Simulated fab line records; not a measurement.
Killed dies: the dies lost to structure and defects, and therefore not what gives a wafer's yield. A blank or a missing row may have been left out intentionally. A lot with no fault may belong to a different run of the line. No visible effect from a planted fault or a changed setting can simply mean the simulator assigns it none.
Comparing a struck lot with a sound one :: flow sky130 :: 17 out of 708 route steps
Sound: these wafers, L609.2, L609.3, L609.4. Wafers struck: L600.2, L600.3, L600.4. At the end, the cause is stated.
Order at every step that has rows: each side's tool, ch and its chambers, its first start. Under that, the readings that differ: sound wafers :: struck wafers :: difference of the means :: sigmas: that difference in standard deviations of wafers without a fault.
alike: words and numbers the same on both sides, and readings whose means are apart by under 2 such deviations; not compared: readings that were withheld, readings missing a value for some wafer, numbers with overlapping values and no deviation given by the record, and bounds like >300 which may hide the same value.
A row with sigmas, a row that says differs or no value, or rows on one side alone: a step with any of these is where the two part. Non-overlapping numbers with no deviation appear without sigmas and do not part them. Lack of a reading on every wafer of one side parts them only where that side has two or more wafers.

SKY_VIA1_CMP_02: polishes SiO2.
  sound on cmp-01 ch 0,2,3, day 37 23:15; struck on cmp-02 ch 0,2,3, day 35 01:11
  alike: motor_current_A, platen_rpm, slurry_filter_dp_kPa
SKY_VIA1_BOW_MEAS_03:
  sound on film_metro-04 at day 37 23:34; struck on film_metro-02 at day 35 01:31
  alike: VIA1_BOW
then, 8 steps without rows for these wafers: SKY_VIA1_DEHYDRATE_04 (time 60 s); SKY_VIA1_HMDS_05 (prime time 60 s); SKY_VIA1_COAT_06 (resist thk 60 nm); SKY_VIA1_COAT_07 (resist thk 450 nm); SKY_VIA1_SOFTBAKE_08 (time 90 s); SKY_VIA1_EXPOSE_09 (exposes mask VIM, target cd 150 nm); SKY_VIA1_PEB_10; SKY_VIA1_DEVELOP_11 (develop time 60 s).
SKY_VIA1_CD_MEAS_12: the cd target is 150 nm.
  sound on cd_sem-01 at day 39 00:26; struck on cd_sem-02 at day 36 04:12
reading: cd_nm (nm)
sound: 146.9 148.4 148.5
struck: 150.8 151.4 151.0
difference: +3.1
sigmas: +2
SKY_VIA1_OVL_MEAS_13:
  sound on overlay-02 at day 39 00:32; struck on overlay-02 at day 36 04:18
  alike: VIA1_OVL
SKY_VIA1_ETCH_14: etches BARC in N2/H2, stops on SiO2, time 45.9 s, target depth 60 nm.
  sound on rie_diel-01 ch 0,2,3, day 39 00:34; struck on rie_diel-03 ch 0,1,2, day 36 04:20
reading: rf_fwd_power_W (W)
sound: 495.9 494.8 494.4
struck: 578.9 575.0 573.9
difference: +80.9
sigmas: +43

reading: model.KrF-thick_of_VIA1_COAT_07.thk_nm (nm)
sound: 392.8 391.8 391.7
struck: 386.3 385.1 386.5
difference: -6.1
sigmas: 
  alike: drypump_motor_current_A, n2_flow_sccm, oes_product_au, throttle_valve_pct
  not compared: rf_hours_counter_h
SKY_VIA1_ETCH_15: etches SiO2 in C4F8/O2/Ar, stops on TiN, target depth 351 nm, time 54 s.
  sound on rie_diel-01 ch 0,2,3, day 39 00:37; struck on rie_diel-03 ch 0,1,2, day 36 04:23
reading: oes_product_au (a.u.)
sound: 0.980 0.997 0.984
struck: 0.971 0.979 0.975
difference: -0.012
sigmas: -2

reading: model.KrF-thick_of_VIA1_COAT_07.thk_nm (nm)
sound: 322.1 320.9 320.9
struck: 317.2 316.1 316.4
difference: -4.7
sigmas: 
  alike: rf_fwd_power_W
  not compared: rf_hours_counter_h
SKY_VIA1_STRIP_16: strips in O2/N2.
  sound on plasma_asher-04 ch 0,1, day 39 00:40; struck on plasma_asher-04 ch 0,1, day 36 04:25
reading: strip_time_to_endpoint_s (s)
sound: 4.468 4.431 4.430
struck: 4.399 4.394 4.391
difference: -0.048
sigmas: -3
  alike: drypump_motor_current_A, n2_flow_sccm, oes_product_au
  not compared: rf_hours_counter_h
then, 1 step without rows for these wafers: SKY_VIA1_STRIP_17 (strips in post etch residue remover, time 1200 s).
-- the record jumps here: 11 days lie between the struck wafers' starts before and after (it left off in module VIA1 and takes up again in module PAD_OPEN, whose first step shown is number 708 of the route) --
SKY_PAD_OPEN_PROBE_99:
  sound on prober-02 at day 49 19:11; struck on prober-02 at day 47 11:51
  alike: killed_at_M0_to_M3, killed_at_M4_up, killed_at_contacts, killed_at_front_end, killed_at_other, killed_dies, killed_on_rim, killed_open, killed_short
  not compared: model.etest.tip_sonos.rs_ohm_sq

WHERE THEY PART
Last at SKY_VIA1_STRIP_16 as far as this record goes, first at SKY_VIA1_CD_MEAS_12. Later steps at which nothing parts them and some readings are alike: SKY_PAD_OPEN_PROBE_99.

WHY: what the simulator had put in
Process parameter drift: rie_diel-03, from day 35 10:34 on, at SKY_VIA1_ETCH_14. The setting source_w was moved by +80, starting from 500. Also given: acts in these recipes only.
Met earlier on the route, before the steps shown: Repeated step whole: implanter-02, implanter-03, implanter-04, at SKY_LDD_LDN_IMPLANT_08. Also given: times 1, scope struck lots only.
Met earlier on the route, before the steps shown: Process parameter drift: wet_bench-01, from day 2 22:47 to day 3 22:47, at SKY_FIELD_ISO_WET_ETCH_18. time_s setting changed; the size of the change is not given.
